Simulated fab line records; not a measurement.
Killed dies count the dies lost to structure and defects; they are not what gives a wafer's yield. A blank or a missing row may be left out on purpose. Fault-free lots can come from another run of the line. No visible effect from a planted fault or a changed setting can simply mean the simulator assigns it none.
The tool behind it: which one? ; flow gf180mcu ; 11 lots with 33 wafers sampled at 5 steps, on a route of 602 steps

== WHAT THE GAUGES READ, wafer by wafer ==
GF_V1_THK_MEAS_01.
lot;measured;on;V1_CVD_00_THK (nm)
L890;day 16 23:30;film-metro-04;602 606 604
L894;day 18 14:07;film-metro-04;608 606 600
L895;day 18 21:13;film-metro-01;608 601 606
L896;day 19 08:34;film-metro-04;602 602 602
L898;day 20 06:13;film-metro-04;598 596 601
L904;day 22 12:11;film-metro-02;728 725 716
L905;day 22 14:55;film-metro-04;737 729 734
L907;day 23 10:25;film-metro-04;608 609 607
L910;day 24 05:45;film-metro-01;614 608 605
L912;day 24 22:12;film-metro-04;605 607 620
L913;day 25 06:02;film-metro-04;605 605 598

== WHAT TOOL EACH LOT RAN ON (gives the tool, then ch and the chambers of the sampled wafers, and finally the start) ==
lot;GF_CONTACT_ETCH_16;GF_CONTACT_CVD_24;GF_CONTACT_CMP_27;GF_V1_CVD_00
L890;rie-diel-04 ch 0,1,3, day 15 23:16;cvd-w-01 ch 0,1, day 15 23:49;cmp-01 ch 1,3, day 16 00:09;hdpcvd-02 ch 0,2, day 16 23:26
L894;rie-diel-04 ch 0,2, day 17 12:15;cvd-w-02 ch 0,1, day 17 12:51;cmp-01 ch 1,2, day 17 13:06;hdpcvd-02 ch 0,2, day 18 14:01
L895;rie-diel-04 ch 0,2,3, day 17 19:34;cvd-w-01 ch 0,1, day 17 20:07;cmp-02 ch 0,1,3, day 17 20:24;hdpcvd-01 ch 1,2, day 18 21:09
L896;rie-diel-02 ch 2,3, day 18 07:13;cvd-w-02 ch 0,1, day 18 07:46;cmp-01 ch 2,3, day 18 08:03;hdpcvd-02 ch 0,1,2, day 19 08:29
L898;rie-diel-03 ch 0,2, day 19 04:03;cvd-w-01 ch 0,1, day 19 04:37;cmp-02 ch 1,2,3, day 19 04:56;hdpcvd-02 ch 0,1, day 20 06:09
L904;rie-diel-04 ch 2,3, day 21 09:51;cvd-w-02 ch 1, day 21 10:29;cmp-01 ch 0,1,3, day 21 10:49;hdpcvd-02 ch 1,2, day 22 12:06
L905;rie-diel-02 ch 0,2,3, day 21 13:24;cvd-w-02 ch 0,1, day 21 13:59;cmp-01 ch 0,3, day 21 14:16;hdpcvd-02 ch 0,1, day 22 14:51
L907;rie-diel-02 ch 1,2,3, day 22 09:15;cvd-w-02 ch 0, day 22 09:54;cmp-02 ch 0,1,2, day 22 10:11;hdpcvd-01 ch 2, day 23 10:19
L910;rie-diel-03 ch 0,1,2, day 23 04:18;cvd-w-02 ch 0,1, day 23 04:55;cmp-02 ch 0,1,3, day 23 05:12;hdpcvd-01 ch 1,2, day 24 05:40
L912;rie-diel-02 ch 2,3, day 23 21:33;cvd-w-01 ch 0,1, day 23 22:07;cmp-01 ch 0,1,3, day 23 22:29;hdpcvd-01 ch 0,1,2, day 24 22:07
L913;rie-diel-02 ch 0,1, day 24 05:21;cvd-w-01 ch 0,1, day 24 05:55;cmp-01 ch 0,1, day 24 06:15;hdpcvd-01 ch 1,2, day 25 05:58
- GF_CONTACT_ETCH_16: etches BARC in N2/H2.
- GF_CONTACT_CVD_24: deposits W, target thk 300 nm, time 90.339 s.
- GF_CONTACT_CMP_27: polishes, stops on SiO2, t overpolish 15 s, target thk 0 nm.
- GF_V1_CVD_00: deposits SiO2, target thk 600 nm, time 100 s.

== WHAT THE TOOLS THEMSELVES READ (means of the sampled wafers that have a number; where no wafer has one, the mark that the record gives instead) ==
GF_CONTACT_ETCH_16.
lot;tool;drypump-motor-current-A (A);h2-flow-sccm (sccm);oes-product-au (a.u.);throttle-valve-pct (%)
L890;rie-diel-04;5.5;199.8;0.853;13.227
L894;rie-diel-04;5.7;199.6;0.852;13.228
L895;rie-diel-04;5.7;200.4;0.857;13.229
L896;rie-diel-02;5.4;199.6;0.857;13.224
L898;rie-diel-03;5.2;200.0;0.858;13.231
L904;rie-diel-04;5.8;200.1;0.850;13.225
L905;rie-diel-02;5.5;199.7;0.855;13.223
L907;rie-diel-02;5.8;200.3;0.851;13.217
L910;rie-diel-03;5.2;200.4;0.856;13.222
L912;rie-diel-02;5.4;199.6;0.858;13.230
L913;rie-diel-02;5.6;201.2;0.855;13.221

GF_CONTACT_CVD_24.
lot;tool;heater-power-w (W);susceptor-temp-C (C)
L890;cvd-w-01;841;400.04
L894;cvd-w-02;884;400.02
L895;cvd-w-01;819;399.68
L896;cvd-w-02;889;400.20
L898;cvd-w-01;794;400.06
L904;cvd-w-02;872;400.01
L905;cvd-w-02;886;400.34
L907;cvd-w-02;918;400.16
L910;cvd-w-02;890;400.01
L912;cvd-w-01;819;400.13
L913;cvd-w-01;803;400.04

GF_CONTACT_CMP_27.
lot;tool;motor-current-A (A);overpolish-run-s (s);slurry-flow-ml-min;time-to-endpoint-s (s)
L890;cmp-01;12.1;15.000;150.3;76
L894;cmp-01;11.6;15.005;150.0;78
L895;cmp-02;10.1;15.004;150.5;72
L896;cmp-01;11.4;15.000;150.2;75
L898;cmp-02;10.3;15.008;150.2;71
L904;cmp-01;12.4;14.999;150.2;76
L905;cmp-01;12.7;15.001;150.2;77
L907;cmp-02;10.3;15.005;149.8;70
L910;cmp-02;10.4;14.998;149.7;72
L912;cmp-01;12.4;14.995;150.3;74
L913;cmp-01;12.7;15.000;149.4;69

GF_V1_CVD_00.
lot;tool;sih4-flow-sccm (sccm);susceptor-temp-C (C)
L890;hdpcvd-02;59.98;400.23
L894;hdpcvd-02;60.02;400.09
L895;hdpcvd-01;59.95;399.96
L896;hdpcvd-02;60.08;399.91
L898;hdpcvd-02;59.87;400.22
L904;hdpcvd-02;71.93;399.70
L905;hdpcvd-02;72.15;400.03
L907;hdpcvd-01;60.08;400.20
L910;hdpcvd-01;60.15;400.09
L912;hdpcvd-01;59.92;400.09
L913;hdpcvd-01;60.14;400.07

== THE ANSWER, worked out from the rows above alone ==
Rule: the lots themselves supply what counts as usual. The widest of any qualifying gaps counts: lots, ordered by their means at a reading, are off when they make up no more than a third of the lots, leave a main group of 4 or more, and stand apart from it by 3 or more times the standard deviation of that group's means. A main group is skipped when, at the precision printed for the reading in the tables above, its means are all equal. A lot without any number at a reading at which 4 lots or more have one is off too. Where the step has rows for the other lots, those lots are counted as sound. Order of review: gauges by route order, followed by the tools' own readings, for which a lot's mean as printed above is used. The first step at which some lot is off is used, and at that step the reading that is off furthest; a lot without a number counts as furthest.
Off: L904, L905, seen at GF_V1_THK_MEAS_01 (V1_CVD_00_THK). Mean 605 nm and standard deviation 3.6 in the main group.
If a tool, at a process step before that reading, ran all the lots that are off and no sound lot after the first of them, it fits. Not tried: the gauges at GF_V1_THK_MEAS_01; whatever is off there is also off at GF_V1_CVD_00, on other tools, and gauge error can't account for it. One candidate fits, namely hdpcvd-02 at GF_V1_CVD_00. A fault onset in the window from L898 (day 20 06:09, its last sound lot) to L904 (day 22 12:06, its first lot off) fits.
On the lots that are off, the tool's own readings at GF_V1_CVD_00 differ by more than 5 times the standard deviation of the sound lots' means, which bears it out; sih4-flow-sccm reads 72.04 sccm there versus 60.02 sccm on the sound lots.

== WHAT THE SIMULATOR PUT IN ==
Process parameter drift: hdpcvd-02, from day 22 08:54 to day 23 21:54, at GF_V1_CVD_00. Setting sih4-flow-sccm, moved by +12, from 60. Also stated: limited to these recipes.
Struck lots among those shown: L904, L905. Same finding as the rule above.
